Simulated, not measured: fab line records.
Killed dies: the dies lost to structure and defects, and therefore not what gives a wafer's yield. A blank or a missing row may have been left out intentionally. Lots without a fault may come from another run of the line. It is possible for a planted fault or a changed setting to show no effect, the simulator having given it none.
Matching of chambers	flow sky130	SKY_LI_CONTACT_CMP_24 on cmp-02 has 4 sister chambers
The step polishes, stops on PSG, t overpolish 20 s, target thk 0 nm. 7 wafers are shown with their chamber, then 8 later ones without.

WAFERS WITH THEIR CHAMBER
wafer	chamber	motor-current-A (A)	time-to-endpoint-s (s)
L995.6	3	12.1	98
L103.5	3	12.2	102
L111.6	1	12.3	99
L112.2	0	9.9	97
L112.3	2	13.4	97
L112.4	1	12.4	101
L113.1	0	10.1	95

WAFERS MISSING THEIR CHAMBER
wafer	motor-current-A (A)	time-to-endpoint-s (s)
L113.3	12.5	102
L113.6	13.6	97
L114.1	12.2	94
L114.5	12.8	96
L114.6	12.0	98
L116.1	11.8	101
L116.2	13.4	98
L116.5	12.5	97

WHICH CHAMBER EACH ONE RAN IN
wafer	from the rows above	in truth
L113.3	can't be placed: 1 or 3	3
L113.6	2	2
L114.1	can't be placed: 3 or 1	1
L114.5	can't be placed: 1 or 2 or 3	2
L114.6	can't be placed: 3 or 1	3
L116.1	can't be placed: 3 or 1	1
L116.2	2	2
L116.5	can't be placed: 1 or 3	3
Correctly placed: 2 of 8. These rows do not allow placing 6 (true chamber among the candidates in 6). Number placed wrongly: 0.
How it was worked out, from the rows above alone: a wafer's distance from a chamber is the root of the sum, over the readings, of the square of ((its reading less the chamber's mean) divided by the reading's scatter). The wafer belongs to the nearest chamber; if the next one is less than 2 further off, it can't be placed. Each chamber's mean is taken over the wafers shown for it. The scatter: take each reading less its chamber's mean, square it, sum over the shown wafers, divide by the number of wafers less the number of chambers, and take the root.
